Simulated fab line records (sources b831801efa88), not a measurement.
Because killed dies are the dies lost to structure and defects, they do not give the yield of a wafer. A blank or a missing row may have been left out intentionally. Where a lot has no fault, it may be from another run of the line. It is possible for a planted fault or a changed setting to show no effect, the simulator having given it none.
Which of the tools did it?    flow gf180mcu    Sampling: 6 lots, 18 wafers, 3 of 602 route steps

## WHAT THE GAUGES SHOWED, per wafer
GF_V1_THK_MEAS_01.
lot   measured      on             V1_CVD_00_THK (nm)
L524  day 17 17:15  film-metro-04  598 591 595
L529  day 19 16:35  film-metro-02  593 603 609
L532  day 20 22:29  film-metro-02  596 599 605
L534  day 21 10:44  film-metro-03  535 523 536 534 523 536
L536  day 22 06:52  film-metro-04  592 598 598
L538  day 23 00:13  film-metro-03  528 532 531 529 532 530

## WHICH TOOL RAN EACH LOT (tool, then ch and the chambers of the sampled wafers, then the start)
lot   GF_CONTACT_CMP_27              GF_V1_CVD_00
L524  cmp-01 ch 0,2,3, day 16 16:53  hdpcvd-02 ch 0,1,2, day 17 17:11
L529  cmp-02 ch 0,2,3, day 18 15:28  hdpcvd-02 ch 0,2, day 19 16:31
L532  cmp-02 ch 0,1,2, day 19 21:10  hdpcvd-01 ch 0,1, day 20 22:24
L534  cmp-02 ch 0,1, day 20 09:44    hdpcvd-01 ch 1,2, day 21 10:40
L536  cmp-02 ch 0,1, day 21 05:29    hdpcvd-02 ch 0,1, day 22 06:47
L538  cmp-01 ch 0,2, day 21 23:33    hdpcvd-01 ch 0,2, day 23 00:08
- GF_CONTACT_CMP_27: polishes, stops on SiO2, t overpolish 15 s, target thk 0 nm.
- GF_V1_CVD_00: deposits SiO2, target thk 600 nm, time 100 s.

## THE ANSWER, worked out from the rows above alone
Rule: what is usual is taken from the lots themselves. Put in order of their means at a reading, lots are off if they are a third of the lots or fewer, leave a main group of 4 or more, and stand apart from it by a gap of 3 or more times the standard deviation of the main group's means; of several such gaps the widest counts. The tables above print the reading to a certain number of digits; a main group whose means all agree to those digits is not used. Also off: a lot with no number at a reading for which 4 or more lots have one. Where the step has rows for the other lots, those lots are counted as sound.
Off: at GF_V1_THK_MEAS_01 (V1_CVD_00_THK), L534, L538. Main group: mean 598 nm, sd 2.9.
A tool fits if, at a process step before that reading, it ran every lot that is off, and no sound lot after the first of them. Gauges at GF_V1_THK_MEAS_01: tried the same way as those tools. Undecided on this evidence; 2 tools fit (hdpcvd-01 at GF_V1_CVD_00, film-metro-03 at GF_V1_THK_MEAS_01).

## WHAT THE SIMULATOR PUT IN
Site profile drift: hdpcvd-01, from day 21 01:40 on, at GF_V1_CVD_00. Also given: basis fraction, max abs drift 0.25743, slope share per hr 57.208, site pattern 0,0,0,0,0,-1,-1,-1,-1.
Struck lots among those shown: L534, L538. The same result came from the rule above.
